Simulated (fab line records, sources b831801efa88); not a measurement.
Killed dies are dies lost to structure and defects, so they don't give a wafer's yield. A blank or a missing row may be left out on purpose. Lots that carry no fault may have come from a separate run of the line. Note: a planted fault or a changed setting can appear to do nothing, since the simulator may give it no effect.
Which tool did it? | flow sky130 | 72 wafers from 24 lots sampled at 2 of the route's 708 steps

## WHAT EACH GAUGE READ, for each wafer
SKY_POLY_GATE_THK_MEAS_01. Usual: POLY_GATE_CVD_00_THK typically reads 184.5 nm, with standard deviation 1.6.
lot  | measured     | on            | POLY_GATE_CVD_00_THK (nm) | flag
L074 | day 14 06:22 | film_metro-03 | 186.1 186.3 187.0         |
L075 | day 14 14:02 | film_metro-01 | 185.7 185.6 186.3         |
L076 | day 14 20:24 | film_metro-04 | 183.1 182.5 182.1         |
L077 | day 15 09:41 | film_metro-04 | 184.5 183.9 184.3         |
L078 | day 16 03:50 | film_metro-04 | 185.6 186.6 184.7         |
L079 | day 16 03:50 | film_metro-01 | 183.3 182.9 182.7         |
L080 | day 16 05:56 | film_metro-04 | 188.6 188.7 187.2         |
L081 | day 16 12:47 | film_metro-04 | 183.3 183.3 183.0         |
L082 | day 17 04:38 | film_metro-01 | 184.6 184.4 185.2         |
L083 | day 17 07:09 | film_metro-01 | 184.9 184.7 185.0         |
L085 | day 17 19:20 | film_metro-03 | 181.6 180.9 182.7         |
L084 | day 17 19:22 | film_metro-01 | 183.9 185.2 182.5         |
L086 | day 18 02:39 | film_metro-03 | 182.0 182.6 184.1         |
L087 | day 18 15:05 | film_metro-01 | 184.5 183.5 183.7         |
L088 | day 19 00:52 | film_metro-03 | 188.3 186.3 185.3         |
L089 | day 19 08:26 | film_metro-04 | 184.3 182.5 185.1         |
L090 | day 19 18:39 | film_metro-01 | 183.6 184.9 184.4         |
L092 | day 20 12:43 | film_metro-01 | 184.2 184.3 186.0         |
L091 | day 20 13:56 | film_metro-01 | 186.1 184.1 184.6         |
L093 | day 20 19:52 | film_metro-01 | 184.0 183.6 182.9         |
L094 | day 21 05:44 | film_metro-03 | 185.0 185.1 184.4         |
L096 | day 21 20:20 | film_metro-03 | 184.1 184.8 185.0         |
L095 | day 22 00:22 | film_metro-04 | 186.2 186.6 187.7         |
L097 | day 22 16:52 | film_metro-01 | 183.9 183.3 185.3         |

SKY_SD_N_RS_MEAS_16: a four-point-probe measurement. Usual: SD_N_RS typically reads 68.80 ohm/sq, with standard deviation 0.16.
lot  | measured     | on            | SD_N_RS (ohm/sq)  | flag
L074 | day 28 03:53 | film_metro-03 | 69.09 69.07 68.90 |
L075 | day 28 16:16 | film_metro-01 | 68.79 68.78 68.76 |
L076 | day 28 20:16 | film_metro-04 | 68.66 68.59 68.55 |
L077 | day 29 12:08 | film_metro-03 | 68.84 68.99 69.02 |
L078 | day 30 09:29 | film_metro-03 | 68.83 68.90 69.00 |
L079 | day 30 08:39 | film_metro-03 | 68.95 69.05 68.98 |
L080 | day 30 09:15 | film_metro-01 | 68.86 68.82 68.91 |
L081 | day 30 11:59 | film_metro-01 | 68.57 68.76 68.67 |
L082 | day 31 08:33 | film_metro-03 | 69.02 68.92 68.85 |
L083 | day 31 11:42 | film_metro-01 | 68.93 68.89 68.60 |
L085 | day 31 20:13 | film_metro-03 | 69.08 68.90 68.77 |
L084 | day 32 00:27 | film_metro-01 | 68.76 68.83 68.87 |
L086 | day 32 03:52 | film_metro-01 | 68.85 68.69 68.76 |
L087 | day 32 15:04 | film_metro-01 | 68.90 68.72 68.59 |
L088 | day 32 21:03 | film_metro-03 | 68.97 68.92 68.79 |
L089 | day 33 06:59 | film_metro-04 | 68.78 68.62 68.59 |
L090 | day 33 15:31 | film_metro-03 | 68.89 68.94 68.90 |
L092 | day 34 07:08 | film_metro-04 | 68.79 68.58 68.80 |
L091 | day 34 11:12 | film_metro-04 | 68.66 68.62 68.53 |
L093 | day 34 12:15 | film_metro-04 | 68.72 68.76 68.82 |
L094 | day 34 23:00 | film_metro-04 | 68.50 68.56 68.65 |
L096 | day 35 06:19 | film_metro-04 | 68.50 68.43 68.59 |
L095 | day 35 13:17 | film_metro-03 | 69.02 68.79 68.95 |
L097 | day 36 03:20 | film_metro-01 | 68.77 68.87 68.64 |

## WHICH TOOL RAN EACH LOT (tool, then ch and the chambers of the sampled wafers, then the start)
There is no process step in the record ahead of these readings.

## AS READ BY THE TOOLS THEMSELVES (means over the sampled wafers that have a number; for cases with no such wafer, the mark the record gives instead)
The record holds no such reading with a usual standard deviation.

## THE ANSWER, worked out from the rows above alone
Rule: a lot is off if the mean of its wafers that have a number lies more than 3 standard deviations from the usual mean. A lot without any number at a reading at which 4 lots or more have one is off too. Where the step has rows for the other lots, those lots are counted as sound. The gauges are gone through in route order, then the tools' own readings, and for those a lot's mean is taken as printed above. At the first step where some lot is off, the reading lying furthest off is the one used; lots without a number count as furthest.
No lot is off at any reading shown: from this, nothing can be told.

## WHAT HAD BEEN PUT IN BY THE SIMULATOR
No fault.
